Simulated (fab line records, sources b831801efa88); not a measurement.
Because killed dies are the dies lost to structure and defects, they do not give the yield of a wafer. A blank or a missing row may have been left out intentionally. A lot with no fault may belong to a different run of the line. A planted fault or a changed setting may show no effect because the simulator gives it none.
Which tool is to blame? || flow gf180mcu || 13 lots with 39 wafers sampled at 6 steps, on a route of 602 steps

== WHAT EACH GAUGE READ, for each wafer ==
GF_POLY_GATE_CD_MEAS_10 targets a cd of 280 nm.
{"lot": "L522", "measured": "day 9 04:04", "on": "cd sem-01", "cd nm (nm)": "278.7 278.6 278.8"}
{"lot": "L524", "measured": "day 9 20:42", "on": "cd sem-02", "cd nm (nm)": "279.9 279.0 279.1"}
{"lot": "L527", "measured": "day 10 18:05", "on": "cd sem-02", "cd nm (nm)": "280.5 281.2 281.9"}
{"lot": "L528", "measured": "day 11 01:04", "on": "cd sem-01", "cd nm (nm)": "279.7 280.7 279.5"}
{"lot": "L530", "measured": "day 11 13:59", "on": "cd sem-02", "cd nm (nm)": "280.5 281.1 280.0"}
{"lot": "L531", "measured": "day 12 04:16", "on": "cd sem-01", "cd nm (nm)": "279.8 279.5 279.5"}
{"lot": "L536", "measured": "day 13 11:34", "on": "cd sem-02", "cd nm (nm)": "281.6 281.5 282.4"}
{"lot": "L538", "measured": "day 13 19:59", "on": "cd sem-01", "cd nm (nm)": "280.4 280.0 279.3"}
{"lot": "L539", "measured": "day 14 06:04", "on": "cd sem-02", "cd nm (nm)": "279.7 278.9 280.5"}
{"lot": "L541", "measured": "day 15 00:25", "on": "cd sem-02", "cd nm (nm)": "279.7 281.4 280.4"}
{"lot": "L542", "measured": "day 15 04:52", "on": "cd sem-02", "cd nm (nm)": "281.3 282.2 282.2"}
{"lot": "L543", "measured": "day 15 09:35", "on": "cd sem-01", "cd nm (nm)": "280.7 279.8 280.4"}
{"lot": "L544", "measured": "day 16 05:46", "on": "cd sem-02", "cd nm (nm)": "278.8 279.3 279.1"}

GF_HV_LDD_TW_MEAS_38.
{"lot": "L522", "measured": "day 11 16:10", "on": "film metro-01", "HV_LDD_3_TW": "1466 1463 1460"}
{"lot": "L524", "measured": "day 12 06:09", "on": "film metro-03", "HV_LDD_3_TW": "1476 1473 1479"}
{"lot": "L527", "measured": "day 13 06:07", "on": "film metro-01", "HV_LDD_3_TW": "1475 1469 1469"}
{"lot": "L528", "measured": "day 13 20:47", "on": "film metro-03", "HV_LDD_3_TW": "1467 1466 1471"}
{"lot": "L530", "measured": "day 14 05:56", "on": "film metro-04", "HV_LDD_3_TW": "1416 1422 1422"}
{"lot": "L531", "measured": "day 14 20:18", "on": "film metro-04", "HV_LDD_3_TW": "1424 1419 1420"}
{"lot": "L536", "measured": "day 16 05:08", "on": "film metro-03", "HV_LDD_3_TW": "1533 1525 1531"}
{"lot": "L538", "measured": "day 16 18:32", "on": "film metro-01", "HV_LDD_3_TW": "1526 1526 1522"}
{"lot": "L539", "measured": "day 17 02:41", "on": "film metro-04", "HV_LDD_3_TW": "1407 1396 1404"}
{"lot": "L541", "measured": "day 17 22:47", "on": "film metro-03", "HV_LDD_3_TW": "1461 1462 1448"}
{"lot": "L542", "measured": "day 18 04:49", "on": "film metro-03", "HV_LDD_3_TW": "1468 1476 1468"}
{"lot": "L543", "measured": "day 18 09:50", "on": "film metro-04", "HV_LDD_3_TW": "1402 1406 1401"}
{"lot": "L544", "measured": "day 19 07:13", "on": "film metro-03", "HV_LDD_3_TW": "1475 1473 1467"}

GF_HV_LDD_TW_MEAS_50.
{"lot": "L522", "measured": "day 12 10:54", "on": "film metro-04", "HV_LDD_4_TW": "571 572 572"}
{"lot": "L524", "measured": "day 13 02:21", "on": "film metro-04", "HV_LDD_4_TW": "568 571 571"}
{"lot": "L527", "measured": "day 14 02:52", "on": "film metro-01", "HV_LDD_4_TW": "576 572 575"}
{"lot": "L528", "measured": "day 14 17:16", "on": "film metro-03", "HV_LDD_4_TW": "580 580 583"}
{"lot": "L530", "measured": "day 15 03:58", "on": "film metro-04", "HV_LDD_4_TW": "569 568 567"}
{"lot": "L531", "measured": "day 15 18:08", "on": "film metro-01", "HV_LDD_4_TW": "576 578 577"}
{"lot": "L536", "measured": "day 17 04:25", "on": "film metro-01", "HV_LDD_4_TW": "576 579 574"}
{"lot": "L538", "measured": "day 17 17:28", "on": "film metro-04", "HV_LDD_4_TW": "553 558 558"}
{"lot": "L539", "measured": "day 18 01:26", "on": "film metro-01", "HV_LDD_4_TW": "576 575 579"}
{"lot": "L541", "measured": "day 18 23:04", "on": "film metro-04", "HV_LDD_4_TW": "554 556 560"}
{"lot": "L542", "measured": "day 19 04:59", "on": "film metro-03", "HV_LDD_4_TW": "581 585 581"}
{"lot": "L543", "measured": "day 19 10:17", "on": "film metro-03", "HV_LDD_4_TW": "585 588 582"}
{"lot": "L544", "measured": "day 20 07:14", "on": "film metro-04", "HV_LDD_4_TW": "556 558 557"}

GF_HV_LDD_RS_MEAS_53: measurement is done with a four-point probe.
{"lot": "L522", "measured": "day 12 11:05", "on": "film metro-04", "HV_LDD_RS (ohm/sq)": "417.1 417.8 417.9"}
{"lot": "L524", "measured": "day 13 02:32", "on": "film metro-03", "HV_LDD_RS (ohm/sq)": "419.1 417.7 418.9"}
{"lot": "L527", "measured": "day 14 03:03", "on": "film metro-01", "HV_LDD_RS (ohm/sq)": "418.7 418.0 418.5"}
{"lot": "L528", "measured": "day 14 17:27", "on": "film metro-01", "HV_LDD_RS (ohm/sq)": "418.1 418.1 418.2"}
{"lot": "L530", "measured": "day 15 04:09", "on": "film metro-03", "HV_LDD_RS (ohm/sq)": "417.9 419.1 418.8"}
{"lot": "L531", "measured": "day 15 18:19", "on": "film metro-01", "HV_LDD_RS (ohm/sq)": "419.2 419.0 418.3"}
{"lot": "L536", "measured": "day 17 04:36", "on": "film metro-01", "HV_LDD_RS (ohm/sq)": "409.7 409.8 408.1"}
{"lot": "L538", "measured": "day 17 17:39", "on": "film metro-03", "HV_LDD_RS (ohm/sq)": "407.8 408.2 407.6"}
{"lot": "L539", "measured": "day 18 01:37", "on": "film metro-03", "HV_LDD_RS (ohm/sq)": "418.5 421.2 419.4"}
{"lot": "L541", "measured": "day 18 23:16", "on": "film metro-03", "HV_LDD_RS (ohm/sq)": "418.2 420.4 418.2"}
{"lot": "L542", "measured": "day 19 05:10", "on": "film metro-01", "HV_LDD_RS (ohm/sq)": "419.2 418.2 417.8"}
{"lot": "L543", "measured": "day 19 10:28", "on": "film metro-04", "HV_LDD_RS (ohm/sq)": "418.4 418.1 417.5"}
{"lot": "L544", "measured": "day 20 07:28", "on": "film metro-04", "HV_LDD_RS (ohm/sq)": "418.0 420.6 418.3"}

GF_HV_LDD_THK_MEAS_57.
{"lot": "L522", "measured": "day 12 13:42", "on": "film metro-01", "HV_LDD_CVD_56_THK (nm)": "89.0 89.7 89.9"}
{"lot": "L524", "measured": "day 13 05:10", "on": "film metro-01", "HV_LDD_CVD_56_THK (nm)": "89.9 90.5 89.6"}
{"lot": "L527", "measured": "day 14 06:31", "on": "film metro-04", "HV_LDD_CVD_56_THK (nm)": "90.2 90.0 89.8"}
{"lot": "L528", "measured": "day 14 20:05", "on": "film metro-04", "HV_LDD_CVD_56_THK (nm)": "88.7 88.3 87.9"}
{"lot": "L530", "measured": "day 15 06:47", "on": "film metro-04", "HV_LDD_CVD_56_THK (nm)": "90.5 90.1 90.6"}
{"lot": "L531", "measured": "day 15 20:56", "on": "film metro-03", "HV_LDD_CVD_56_THK (nm)": "89.3 88.9 88.6"}
{"lot": "L536", "measured": "day 17 07:14", "on": "film metro-01", "HV_LDD_CVD_56_THK (nm)": "90.1 90.0 89.7"}
{"lot": "L538", "measured": "day 17 20:17", "on": "film metro-04", "HV_LDD_CVD_56_THK (nm)": "91.4 91.3 90.9"}
{"lot": "L539", "measured": "day 18 04:15", "on": "film metro-03", "HV_LDD_CVD_56_THK (nm)": "88.9 89.4 88.9"}
{"lot": "L541", "measured": "day 19 01:52", "on": "film metro-03", "HV_LDD_CVD_56_THK (nm)": "91.0 90.3 89.8"}
{"lot": "L542", "measured": "day 19 10:05", "on": "film metro-04", "HV_LDD_CVD_56_THK (nm)": "89.4 89.2 89.3"}
{"lot": "L543", "measured": "day 19 14:19", "on": "film metro-03", "HV_LDD_CVD_56_THK (nm)": "89.7 90.2 90.5"}
{"lot": "L544", "measured": "day 20 11:19", "on": "film metro-03", "HV_LDD_CVD_56_THK (nm)": "90.2 90.7 90.5"}

== WHAT TOOL EACH LOT RAN ON (gives the tool, then ch and the chambers of the sampled wafers, and finally the start) ==
{"lot": "L522", "GF_HV_LDD_IMPLANT_36": "implanter-02 ch 0, day 11 15:56"}
{"lot": "L524", "GF_HV_LDD_IMPLANT_36": "implanter-03 ch 0, day 12 05:55"}
{"lot": "L527", "GF_HV_LDD_IMPLANT_36": "implanter-02 ch 0, day 13 05:52"}
{"lot": "L528", "GF_HV_LDD_IMPLANT_36": "implanter-03 ch 0, day 13 20:32"}
{"lot": "L530", "GF_HV_LDD_IMPLANT_36": "implanter-02 ch 0, day 14 05:41"}
{"lot": "L531", "GF_HV_LDD_IMPLANT_36": "implanter-03 ch 0, day 14 20:03"}
{"lot": "L536", "GF_HV_LDD_IMPLANT_36": "implanter-02 ch 0, day 16 04:53"}
{"lot": "L538", "GF_HV_LDD_IMPLANT_36": "implanter-02 ch 0, day 16 18:17"}
{"lot": "L539", "GF_HV_LDD_IMPLANT_36": "implanter-04 ch 0, day 17 02:26"}
{"lot": "L541", "GF_HV_LDD_IMPLANT_36": "implanter-03 ch 0, day 17 22:34"}
{"lot": "L542", "GF_HV_LDD_IMPLANT_36": "implanter-04 ch 0, day 18 04:34"}
{"lot": "L543", "GF_HV_LDD_IMPLANT_36": "implanter-04 ch 0, day 18 09:35"}
{"lot": "L544", "GF_HV_LDD_IMPLANT_36": "implanter-04 ch 0, day 19 06:58"}
- GF_HV_LDD_IMPLANT_36

== AS READ BY THE TOOLS THEMSELVES (means over the sampled wafers that have a number; for cases with no such wafer, the mark the record gives instead) ==
GF_HV_LDD_IMPLANT_36.
{"lot": "L522", "tool": "implanter-02", "beam on s (s)": 10.07, "dose ions cm2": 7.495e+12, "faraday current uA": 42.1}
{"lot": "L524", "tool": "implanter-03", "beam on s (s)": 9.94, "dose ions cm2": 7.490e+12, "faraday current uA": 42.4}
{"lot": "L527", "tool": "implanter-02", "beam on s (s)": 9.86, "dose ions cm2": 7.495e+12, "faraday current uA": 42.8}
{"lot": "L528", "tool": "implanter-03", "beam on s (s)": 9.87, "dose ions cm2": 7.506e+12, "faraday current uA": 42.9}
{"lot": "L530", "tool": "implanter-02", "beam on s (s)": 10.00, "dose ions cm2": 7.495e+12, "faraday current uA": 42.3}
{"lot": "L531", "tool": "implanter-03", "beam on s (s)": 9.64, "dose ions cm2": 7.502e+12, "faraday current uA": 43.9}
{"lot": "L536", "tool": "implanter-02", "beam on s (s)": 10.32, "dose ions cm2": 1.143e+13, "faraday current uA": 62.4}
{"lot": "L538", "tool": "implanter-02", "beam on s (s)": 10.08, "dose ions cm2": 1.143e+13, "faraday current uA": 63.9}
{"lot": "L539", "tool": "implanter-04", "beam on s (s)": 10.21, "dose ions cm2": 7.490e+12, "faraday current uA": 41.6}
{"lot": "L541", "tool": "implanter-03", "beam on s (s)": 10.10, "dose ions cm2": 7.502e+12, "faraday current uA": 41.9}
{"lot": "L542", "tool": "implanter-04", "beam on s (s)": 9.97, "dose ions cm2": 7.492e+12, "faraday current uA": 42.4}
{"lot": "L543", "tool": "implanter-04", "beam on s (s)": 10.15, "dose ions cm2": 7.492e+12, "faraday current uA": 41.7}
{"lot": "L544", "tool": "implanter-04", "beam on s (s)": 10.17, "dose ions cm2": 7.487e+12, "faraday current uA": 41.6}

== THE ANSWER, worked out from the rows above alone ==
Rule: the lots themselves supply what counts as usual. Put in order of their means at a reading, lots are off if they are a third of the lots or fewer, leave a main group of 4 or more, and stand apart from it by a gap of 3 or more times the standard deviation of the main group's means; of several such gaps the widest counts. A main group whose means are all the same, to the digits that the tables above print for the reading, isn't used. A lot without any number at a reading at which 4 lots or more have one is off too. All remaining lots with rows at the step are treated as sound. First the gauges in route order, then the tools' own readings, where a lot's mean is used as printed above. The first step at which some lot is off is used, and at that step the reading that is off furthest; a lot without a number counts as furthest.
Off: at GF_HV_LDD_RS_MEAS_53 (HV_LDD_RS), L536, L538. Mean 418.6 ohm/sq and standard deviation 0.54 in the main group.
If a tool, at a process step before that reading, ran all the lots that are off and no sound lot after the first of them, it fits. Not tried: the gauges at GF_HV_LDD_RS_MEAS_53; whatever is off there is also off at GF_HV_LDD_IMPLANT_36, on other tools, and gauge error can't account for it. One fits: implanter-02 at GF_HV_LDD_IMPLANT_36. A fault onset in the window from L530 (day 14 05:41, its last sound lot) to L536 (day 16 04:53, its first lot off) fits.
The tool's own readings at GF_HV_LDD_IMPLANT_36 bear it out: on the lots that are off they differ by more than 5 times the standard deviation of the sound lots' means. dose ions cm2 reads 1.143e+13 there against 7.495e+12 on the sound lots; faraday current uA reads 63.1 there against 42.3 on the sound lots.

== WHAT WAS PUT IN BY THE SIMULATOR ==
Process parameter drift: implanter-02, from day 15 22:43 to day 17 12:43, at GF_HV_LDD_IMPLANT_36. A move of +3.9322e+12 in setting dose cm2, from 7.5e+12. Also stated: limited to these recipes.
Lots struck among those shown: L536, L538. Same finding as the rule above.
